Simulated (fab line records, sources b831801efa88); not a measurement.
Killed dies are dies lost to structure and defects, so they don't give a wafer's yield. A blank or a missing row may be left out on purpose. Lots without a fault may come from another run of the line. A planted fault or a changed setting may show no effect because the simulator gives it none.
Chamber matching | flow sky130 | SKY_VIA3_CMP_02 on cmp-02: 4 sister chambers
The step polishes SiO2. 14 wafers are shown with their chamber, then 7 later ones without.

WAFERS WITH THEIR CHAMBER
wafer  | chamber | motor_current_A (A)
L752.2 | 0       | 11.0
L752.3 | 3       | 12.9
L752.5 | 3       | 13.3
L753.2 | 0       | 10.8
L753.3 | 2       | 13.8
L753.4 | 3       | 13.9
L754.1 | 3       | 12.8
L754.5 | 0       | 11.2
L754.6 | 1       | 12.9
L756.2 | 2       | 14.7
L756.3 | 3       | 13.1
L756.4 | 0       | 11.3
L763.1 | 3       | 13.2
L763.3 | 2       | 14.4

SIGNATURES (means of the wafers above)
reading         | chamber 0 | chamber 1 | chamber 2 | chamber 3 | scatter within a chamber
motor_current_A | 11.075    | 12.900    | 14.300    | 13.200    | 0.364
Rule: a wafer's distance from a chamber is the root of the sum, over the readings, of the square of ((its reading less the chamber's mean) divided by the reading's scatter). The wafer belongs to the nearest chamber; if the next one is less than 2 further off, it can't be placed. The scatter: the root of (the sum of the squares of (reading less its chamber's mean) over the shown wafers, divided by (wafers less chambers)).

WAFERS WITHOUT THEIR CHAMBER
wafer  | motor_current_A (A)
L763.6 | 14.8
L770.4 | 12.7
L770.5 | 13.6
L770.6 | 11.4
L773.1 | 11.3
L773.5 | 14.0
L773.6 | 12.2

WHICH CHAMBER EACH WENT THROUGH
wafer  | from the rows above          | in truth
L763.6 | 2                            | 2
L770.4 | can't be placed: 1 or 3      | 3
L770.5 | can't be placed: 3 or 1 or 2 | 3
L770.6 | 0                            | 0
L773.1 | 0                            | 0
L773.5 | can't be placed: 2 or 3      | 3
L773.6 | can't be placed: 1 or 3 or 0 | 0
Placed correctly: 3 of 7. Can't be placed from these rows: 4 (the true chamber is among the candidates in 4). Placed wrongly: 0.
